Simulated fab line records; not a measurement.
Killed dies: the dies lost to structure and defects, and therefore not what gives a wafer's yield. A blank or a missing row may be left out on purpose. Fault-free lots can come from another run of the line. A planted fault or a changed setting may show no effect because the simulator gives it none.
Which tool did it? :: flow gf180mcu :: Sampling: 14 lots, 42 wafers, 5 of 602 route steps

== WHAT THE GAUGES SHOWED, per wafer ==
GF_STI_THK_MEAS_22.
lot: L986
measured: day 2 11:15
on: film_metro-03
STI_OXIDATION_01_THK (nm): 15.32 15.53 15.63

lot: L987
measured: day 2 15:23
on: film_metro-03
STI_OXIDATION_01_THK (nm): 15.17 15.21 15.22

lot: L988
measured: day 2 20:02
on: film_metro-03
STI_OXIDATION_01_THK (nm): 15.38 15.08 15.30

lot: L989
measured: day 3 01:27
on: film_metro-02
STI_OXIDATION_01_THK (nm): 15.00 15.02 14.88

lot: L990
measured: day 3 05:50
on: film_metro-01
STI_OXIDATION_01_THK (nm): 15.02 14.86 15.31

lot: L991
measured: day 3 13:21
on: film_metro-03
STI_OXIDATION_01_THK (nm): 15.23 15.32 15.47

lot: L992
measured: day 3 17:37
on: film_metro-03
STI_OXIDATION_01_THK (nm): 15.39 15.64 15.58

lot: L993
measured: day 3 21:26
on: film_metro-01
STI_OXIDATION_01_THK (nm): 14.62 14.71 14.57

lot: L994
measured: day 4 04:06
on: film_metro-01
STI_OXIDATION_01_THK (nm): 15.09 14.93 14.78

lot: L995
measured: day 4 09:11
on: film_metro-01
STI_OXIDATION_01_THK (nm): 15.72 15.27 15.51

lot: L999
measured: day 5 06:02
on: film_metro-02
STI_OXIDATION_01_THK (nm): 14.95 15.25 14.92

lot: L101
measured: day 5 14:34
on: film_metro-03
STI_OXIDATION_01_THK (nm): 15.70 15.60 15.72

lot: L102
measured: day 5 21:26
on: film_metro-02
STI_OXIDATION_01_THK (nm): 14.83 15.18 15.03

lot: L108
measured: day 7 03:34
on: film_metro-01
STI_OXIDATION_01_THK (nm): 15.04 15.10 15.26

GF_VT_IMPLANT_OVL_MEAS_07.
lot: L986
measured: day 6 11:29
on: overlay-02
VT_IMPLANT_OVL (nm): -0.2 -0.6 0.9

lot: L987
measured: day 6 16:19
on: overlay-02
VT_IMPLANT_OVL (nm): 0.1 -0.8 -1.9

lot: L988
measured: day 6 22:50
on: overlay-01
VT_IMPLANT_OVL (nm): 1.5 -1.5 2.4

lot: L989
measured: day 7 05:26
on: overlay-01
VT_IMPLANT_OVL (nm): 2.2 0.0 2.6

lot: L990
measured: day 7 09:56
on: overlay-02
VT_IMPLANT_OVL (nm): 1.8 3.2 2.2

lot: L991
measured: day 7 18:37
on: overlay-01
VT_IMPLANT_OVL (nm): -0.1 0.4 1.5

lot: L992
measured: day 8 00:34
on: overlay-01
VT_IMPLANT_OVL (nm): 0.3 -1.2 0.7

lot: L993
measured: day 8 06:26
on: overlay-02
VT_IMPLANT_OVL (nm): -2.2 -0.9 -1.2

lot: L994
measured: day 8 14:37
on: overlay-01
VT_IMPLANT_OVL (nm): -0.4 -0.9 -0.7

lot: L995
measured: day 8 20:50
on: overlay-02
VT_IMPLANT_OVL (nm): -1.5 1.2 -1.2

lot: L999
measured: day 9 22:13
on: overlay-02
VT_IMPLANT_OVL (nm): -2.8 -2.5 -1.7

lot: L101
measured: day 10 08:02
on: overlay-01
VT_IMPLANT_OVL (nm): 1.8 0.5 2.1

lot: L102
measured: day 10 20:19
on: overlay-01
VT_IMPLANT_OVL (nm): 0.2 -0.1 0.4

lot: L108
measured: day 12 05:52
on: overlay-01
VT_IMPLANT_OVL (nm): 2.1 1.1 2.7

GF_VT_IMPLANT_TW_MEAS_43.
lot: L986
measured: day 8 17:26
on: film_metro-03
VT_IMPLANT_4_TW: 694 690 693

lot: L987
measured: day 8 22:42
on: film_metro-01
VT_IMPLANT_4_TW: 687 684 682

lot: L988
measured: day 9 06:52
on: film_metro-04
VT_IMPLANT_4_TW: 688 684 686

lot: L989
measured: day 9 13:36
on: film_metro-01
VT_IMPLANT_4_TW: 686 689 688

lot: L990
measured: day 9 19:03
on: film_metro-04
VT_IMPLANT_4_TW: 687 687 685

lot: L991
measured: day 10 03:28
on: film_metro-04
VT_IMPLANT_4_TW: 688 686 688

lot: L992
measured: day 10 10:25
on: film_metro-01
VT_IMPLANT_4_TW: 686 687 688

lot: L993
measured: day 10 18:04
on: film_metro-03
VT_IMPLANT_4_TW: 694 693 693

lot: L994
measured: day 11 01:23
on: film_metro-03
VT_IMPLANT_4_TW: 689 698 694

lot: L995
measured: day 11 09:47
on: film_metro-04
VT_IMPLANT_4_TW: 692 689 692

lot: L999
measured: day 12 14:31
on: film_metro-04
VT_IMPLANT_4_TW: 718 715 715

lot: L101
measured: day 12 22:48
on: film_metro-03
VT_IMPLANT_4_TW: 695 695 694

lot: L102
measured: day 13 11:44
on: film_metro-03
VT_IMPLANT_4_TW: 721 723 723

lot: L108
measured: day 14 21:55
on: film_metro-03
VT_IMPLANT_4_TW: 694 691 695

GF_NSD_OVL_MEAS_08.
lot: L986
measured: day 15 10:52
on: overlay-02
NSD_OVL (nm): -1.8 -2.9 -3.5

lot: L987
measured: day 15 17:23
on: overlay-02
NSD_OVL (nm): -0.9 -2.4 -2.4

lot: L988
measured: day 16 01:47
on: overlay-01
NSD_OVL (nm): -1.2 -1.6 -0.6

lot: L989
measured: day 16 05:53
on: overlay-02
NSD_OVL (nm): -2.2 0.2 1.0

lot: L990
measured: day 16 18:10
on: overlay-02
NSD_OVL (nm): -1.9 -1.2 -3.5

lot: L991
measured: day 17 00:13
on: overlay-02
NSD_OVL (nm): -1.7 -1.6 -2.3

lot: L992
measured: day 17 05:50
on: overlay-02
NSD_OVL (nm): -0.6 -0.4 -0.9

lot: L993
measured: day 17 19:25
on: overlay-02
NSD_OVL (nm): -3.1 -3.2 -4.7

lot: L994
measured: day 18 02:05
on: overlay-01
NSD_OVL (nm): -0.2 -1.1 0.0

lot: L995
measured: day 18 13:08
on: overlay-01
NSD_OVL (nm): -0.7 1.0 -0.6

lot: L999
measured: day 19 21:40
on: overlay-02
NSD_OVL (nm): -1.2 -2.7 -3.0

lot: L101
measured: day 20 08:47
on: overlay-02
NSD_OVL (nm): -1.4 -2.0 -1.4

lot: L102
measured: day 20 21:29
on: overlay-02
NSD_OVL (nm): -2.2 -5.4 -3.6

lot: L108
measured: day 22 13:30
on: overlay-01
NSD_OVL (nm): -0.2 -0.3 -0.1

== WHICH TOOL RAN EACH LOT (tool, then ch and the chambers of the sampled wafers, then the start) ==
lot: L986
GF_VT_IMPLANT_IMPLANT_41: implanter-04 ch 0, day 8 17:13

lot: L987
GF_VT_IMPLANT_IMPLANT_41: implanter-04 ch 0, day 8 22:27

lot: L988
GF_VT_IMPLANT_IMPLANT_41: implanter-04 ch 0, day 9 06:37

lot: L989
GF_VT_IMPLANT_IMPLANT_41: implanter-03 ch 0, day 9 13:21

lot: L990
GF_VT_IMPLANT_IMPLANT_41: implanter-03 ch 0, day 9 18:48

lot: L991
GF_VT_IMPLANT_IMPLANT_41: implanter-03 ch 0, day 10 03:13

lot: L992
GF_VT_IMPLANT_IMPLANT_41: implanter-01 ch 0, day 10 10:10

lot: L993
GF_VT_IMPLANT_IMPLANT_41: implanter-03 ch 0, day 10 17:49

lot: L994
GF_VT_IMPLANT_IMPLANT_41: implanter-04 ch 0, day 11 01:08

lot: L995
GF_VT_IMPLANT_IMPLANT_41: implanter-03 ch 0, day 11 09:33

lot: L999
GF_VT_IMPLANT_IMPLANT_41: implanter-03 ch 0, day 12 14:16

lot: L101
GF_VT_IMPLANT_IMPLANT_41: implanter-04 ch 0, day 12 22:35

lot: L102
GF_VT_IMPLANT_IMPLANT_41: implanter-03 ch 0, day 13 11:29

lot: L108
GF_VT_IMPLANT_IMPLANT_41: implanter-04 ch 0, day 14 21:40
- GF_VT_IMPLANT_IMPLANT_41

== WHAT THE TOOLS THEMSELVES READ (means of the sampled wafers that have a number; where no wafer has one, the mark that the record gives instead) ==
GF_VT_IMPLANT_IMPLANT_41.
lot: L986
tool: implanter-04
beam_on_s (s): 10.20
faraday_current_uA: 5.59

lot: L987
tool: implanter-04
beam_on_s (s): 9.85
faraday_current_uA: 5.80

lot: L988
tool: implanter-04
beam_on_s (s): 9.88
faraday_current_uA: 5.79

lot: L989
tool: implanter-03
beam_on_s (s): 10.12
faraday_current_uA: 5.65

lot: L990
tool: implanter-03
beam_on_s (s): 10.08
faraday_current_uA: 5.66

lot: L991
tool: implanter-03
beam_on_s (s): 9.91
faraday_current_uA: 5.78

lot: L992
tool: implanter-01
beam_on_s (s): 9.97
faraday_current_uA: 5.72

lot: L993
tool: implanter-03
beam_on_s (s): 9.88
faraday_current_uA: 5.78

lot: L994
tool: implanter-04
beam_on_s (s): 10.02
faraday_current_uA: 5.70

lot: L995
tool: implanter-03
beam_on_s (s): 9.82
faraday_current_uA: 5.77

lot: L999
tool: implanter-03
beam_on_s (s): 11.22
faraday_current_uA: 5.09

lot: L101
tool: implanter-04
beam_on_s (s): 10.01
faraday_current_uA: 5.69

lot: L102
tool: implanter-03
beam_on_s (s): 11.48
faraday_current_uA: 4.97

lot: L108
tool: implanter-04
beam_on_s (s): 9.90
faraday_current_uA: 5.78

== THE ANSWER, worked out from the rows above alone ==
Rule: the lots themselves supply what counts as usual. Put in order of their means at a reading, lots are off if they are a third of the lots or fewer, leave a main group of 4 or more, and stand apart from it by a gap of 3 or more times the standard deviation of the main group's means; of several such gaps the widest counts. If all means in a main group match to the digits the tables above print for the reading, that group is not used. A lot without any number at a reading at which 4 lots or more have one is off too. The other lots that the step has rows for count as sound. After the gauges, taken in route order, come the tools' own readings; for these a lot's mean is taken, as printed above. At the first step where some lot is off, the reading lying furthest off is the one used; lots without a number count as furthest.
Off: L999, L102, at GF_VT_IMPLANT_TW_MEAS_43 (VT_IMPLANT_4_TW). Main group: mean 690, sd 3.5.
If a tool, at a process step before that reading, ran all the lots that are off and no sound lot after the first of them, it fits. Not tried: the gauges at GF_VT_IMPLANT_TW_MEAS_43; whatever is off there is also off at GF_VT_IMPLANT_IMPLANT_41, on other tools, and gauge error can't account for it. One fits: GF_VT_IMPLANT_IMPLANT_41 on implanter-03. Its last sound lot is L995 (day 11 09:33), its first lot that is off L999 (day 12 14:16): a fault that began between those two fits.
The tool's own readings at GF_VT_IMPLANT_IMPLANT_41 bear it out: on the lots that are off they differ by more than 5 times the standard deviation of the sound lots' means. beam_on_s reads 11.35 s there against 9.97 s on the sound lots; faraday_current_uA reads 5.03 there against 5.73 on the sound lots.

== WHAT THE SIMULATOR HAD INSERTED ==
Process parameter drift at GF_VT_IMPLANT_IMPLANT_41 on implanter-03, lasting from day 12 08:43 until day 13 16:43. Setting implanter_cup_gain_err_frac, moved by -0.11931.
Shown lots that were struck: L999, L102. Same finding as the rule above.
